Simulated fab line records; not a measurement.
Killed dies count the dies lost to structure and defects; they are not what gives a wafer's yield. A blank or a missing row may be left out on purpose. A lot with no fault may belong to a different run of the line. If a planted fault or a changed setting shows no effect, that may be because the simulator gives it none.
Matching of chambers	flow sky130	rieDiel-03 running SKY_VIA2_ETCH_15: 4 sister chambers
The step etches SiO2 in C4F8/O2/Ar, stops on TiN, target depth 546 nm, time 84 s. 8 wafers are shown with their chamber, then 7 later ones without.

== WAFERS WITH THEIR CHAMBER ==
wafer	chamber	oesProductAu (a.u.)	biasW (W)
L361.4	0	0.941	1200
L364.1	2	0.928	1193
L364.2	0	0.949	1199
L366.3	1	0.935	1201
L366.5	3	0.936	1199
L366.6	2	0.942	1202
L368.1	3	0.941	1196
L368.4	1	0.950	1198

== WAFERS MISSING THEIR CHAMBER ==
wafer	oesProductAu (a.u.)	biasW (W)
L368.5	0.942	1197
L370.1	0.942	1199
L370.2	0.937	1201
L370.5	0.943	1199
L371.1	0.945	1201
L371.4	0.939	1200
L371.6	0.938	1201

== CHAMBER TAKEN BY EACH ==
wafer	from the rows above	in truth
L368.5	can't be placed: 3 or 1 or 0 or 2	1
L370.1	can't be placed: 1 or 0 or 3 or 2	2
L370.2	can't be placed: 1 or 3 or 2 or 0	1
L370.5	can't be placed: 1 or 0 or 3 or 2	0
L371.1	can't be placed: 0 or 1 or 3 or 2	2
L371.4	can't be placed: 1 or 3 or 0 or 2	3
L371.6	can't be placed: 1 or 0 or 3 or 2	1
Placed correctly: 0 of 7. From these rows, 7 cannot be placed; in 7 the true chamber is one of the candidates. 0 placed wrongly.
How it was worked out, from the rows above alone: a wafer's distance from a chamber is the root of the sum, over the readings, of the square of ((its reading less the chamber's mean) divided by the reading's scatter). If the next closest chamber is less than 2 further off than the closest, the wafer can't be placed; otherwise it belongs to the closest. The mean given for a chamber averages the wafers shown for that chamber. How the scatter is found: for the shown wafers, subtract from each reading the mean of its chamber, square and add these, divide the total by (wafers less chambers), then take the root.
